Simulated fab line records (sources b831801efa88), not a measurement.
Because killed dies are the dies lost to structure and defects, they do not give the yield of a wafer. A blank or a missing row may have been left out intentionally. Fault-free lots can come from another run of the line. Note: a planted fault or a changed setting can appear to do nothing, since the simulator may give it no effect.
Chamber matching -- flow sfq_line -- 4 sister chambers for SFQ_TRILAYER_I2_CMP_CMP_064 on cmp-01
The step polishes SiO2. 8 wafers are shown with their chamber, then 8 later ones without.

EACH WAFER AND ITS CHAMBER
wafer,chamber,motor_current_A (A),time_to_endpoint_s (s)
L907.1,2,9.8,221
L908.6,0,10.0,208
L909.4,2,10.1,215
L909.5,3,9.9,215
L911.1,0,10.0,204
L911.3,3,9.9,201
L911.5,1,10.5,218
L912.4,1,10.7,222

WAFERS MISSING THEIR CHAMBER
wafer,motor_current_A (A),time_to_endpoint_s (s)
L912.1,10.1,212
L912.5,9.9,219
L914.2,11.0,211
L914.3,10.1,203
L914.4,9.3,200
L916.2,10.2,218
L916.5,10.0,218
L916.6,10.0,215

WHICH CHAMBER EACH ONE RAN IN
wafer,from the rows above,in truth
L912.1,can't be placed: 0 or 2 or 3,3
L912.5,can't be placed: 2 or 3 or 0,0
L914.2,1,1
L914.3,can't be placed: 0 or 3 or 2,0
L914.4,can't be placed: 3 or 0 or 2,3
L916.2,can't be placed: 2 or 0 or 3 or 1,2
L916.5,can't be placed: 2 or 3 or 0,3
L916.6,can't be placed: 2 or 3 or 0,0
Placed correctly: 1 of 8. These rows do not allow placing 7 (true chamber among the candidates in 7). Number placed wrongly: 0.
How it was worked out, from the rows above alone: a wafer's distance from a chamber is the root of the sum, over the readings, of the square of ((its reading less the chamber's mean) divided by the reading's scatter). If the next closest chamber is less than 2 further off than the closest, the wafer can't be placed; otherwise it belongs to the closest. Each chamber's mean is taken over the wafers shown for it. How the scatter is found: for the shown wafers, subtract from each reading the mean of its chamber, square and add these, divide the total by (wafers less chambers), then take the root.
